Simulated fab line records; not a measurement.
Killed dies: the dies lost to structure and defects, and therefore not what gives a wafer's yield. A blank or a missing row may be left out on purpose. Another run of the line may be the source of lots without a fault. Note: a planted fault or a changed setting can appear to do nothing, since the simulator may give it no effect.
What tool caused it? -- flow sky130 -- 39 wafers sampled from 13 lots at 1 step of a route of 708

WHAT THE GAUGES SHOWED, per wafer
SKY_LDD_HVP_OVL_MEAS_07. Usual: LDD_HVP_OVL typically reads -0.6 nm, with standard deviation 1.4.
lot,measured,on,LDD_HVP_OVL (nm),flag
L619,day 22 00:23,overlay-01,0.7 1.9 1.2,
L620,day 22 14:48,overlay-02,1.0 -2.4 -0.6,
L621,day 22 14:56,overlay-01,1.3 -1.4 1.9,
L623,day 23 04:39,overlay-02,-1.2 0.4 -0.6,
L627,day 25 01:23,overlay-02,-1.9 -0.9 -0.9,
L628,day 25 04:53,overlay-02,-0.9 -0.4 0.2,
L629,day 25 12:47,overlay-02,-2.1 -2.3 -2.9,
L630,day 25 20:17,overlay-01,1.6 0.6 1.6,
L637,day 27 21:17,overlay-01,-1.7 -2.7 -0.6,
L638,day 28 08:59,overlay-01,-0.3 -0.7 -0.2,
L639,day 28 17:41,overlay-02,-1.4 0.6 -0.4,
L640,day 29 00:17,overlay-01,2.7 2.4 0.9,
L641,day 29 07:15,overlay-02,-2.1 0.0 -0.9,

TOOL THAT RAN EACH LOT (tool first, then ch and the chambers of the sampled wafers, then the start)
No process step before these readings appears in the record.

AS READ BY THE TOOLS THEMSELVES (means over the sampled wafers that have a number; for cases with no such wafer, the mark the record gives instead)
The record holds no such reading with a usual standard deviation.

THE ANSWER, worked out from the rows above alone
Rule: take the mean of a lot's wafers that have a number; if it is more than 3 standard deviations from the usual mean, the lot is off. Also off: a lot with no number at a reading for which 4 or more lots have one. Where the step has rows for the other lots, those lots are counted as sound. After the gauges, taken in route order, come the tools' own readings; for these a lot's mean is taken, as printed above. The first step at which some lot is off is used, and at that step the reading that is off furthest; a lot without a number counts as furthest.
None of the lots is off at any reading shown; this tells nothing.

WHAT THE SIMULATOR HAD PUT IN
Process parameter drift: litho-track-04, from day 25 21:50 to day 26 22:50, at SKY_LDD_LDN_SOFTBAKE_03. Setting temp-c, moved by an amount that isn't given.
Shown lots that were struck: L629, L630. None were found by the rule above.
